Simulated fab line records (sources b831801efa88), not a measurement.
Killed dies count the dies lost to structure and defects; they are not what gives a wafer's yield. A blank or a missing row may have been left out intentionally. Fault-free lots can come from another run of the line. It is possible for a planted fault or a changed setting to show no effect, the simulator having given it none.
Chamber matching -- flow sky130 -- SKY_VIA1_ETCH_14 on rieDiel-01: 4 sister chambers
The step etches BARC in N2/H2, stops on SiO2, time 45.9 s, target depth 60 nm. 4 wafers are shown with their chamber, then 9 later ones without.

== EACH WAFER AND ITS CHAMBER ==
wafer,chamber,drypumpMotorCurrentA (A)
L726.5,2,5.7
L732.2,3,5.7
L735.1,0,6.3
L735.5,1,5.7

== WAFERS WHOSE CHAMBER IS MISSING ==
wafer,drypumpMotorCurrentA (A)
L737.1,5.7
L737.4,5.7
L737.5,5.6
L743.1,5.7
L743.3,6.3
L743.6,5.7
L741.2,5.7
L741.5,5.6
L741.6,5.7

== THE CHAMBER EACH PASSED THROUGH ==
wafer,from the rows above,in truth
L737.1,can't be placed: 1 or 2 or 3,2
L737.4,can't be placed: 1 or 2 or 3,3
L737.5,can't be placed: 1 or 2 or 3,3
L743.1,can't be placed: 1 or 2 or 3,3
L743.3,0,0
L743.6,can't be placed: 1 or 2 or 3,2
L741.2,can't be placed: 1 or 2 or 3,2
L741.5,can't be placed: 1 or 2 or 3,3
L741.6,can't be placed: 1 or 2 or 3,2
Correctly placed: 1 of 9. From these rows, 8 cannot be placed; in 8 the true chamber is one of the candidates. Wrongly placed: 0.
How it was worked out, from the rows above alone: a wafer's distance from a chamber is the root of the sum, over the readings, of the square of ((its reading less the chamber's mean) divided by the reading's scatter). If the next closest chamber is less than 2 further off than the closest, the wafer can't be placed; otherwise it belongs to the closest. For every chamber, the mean is computed from those of its wafers that are shown. The scatter (one wafer shown for each chamber): square how far every hidden wafer sits from the nearest shown wafer, average those squares and take the square root.
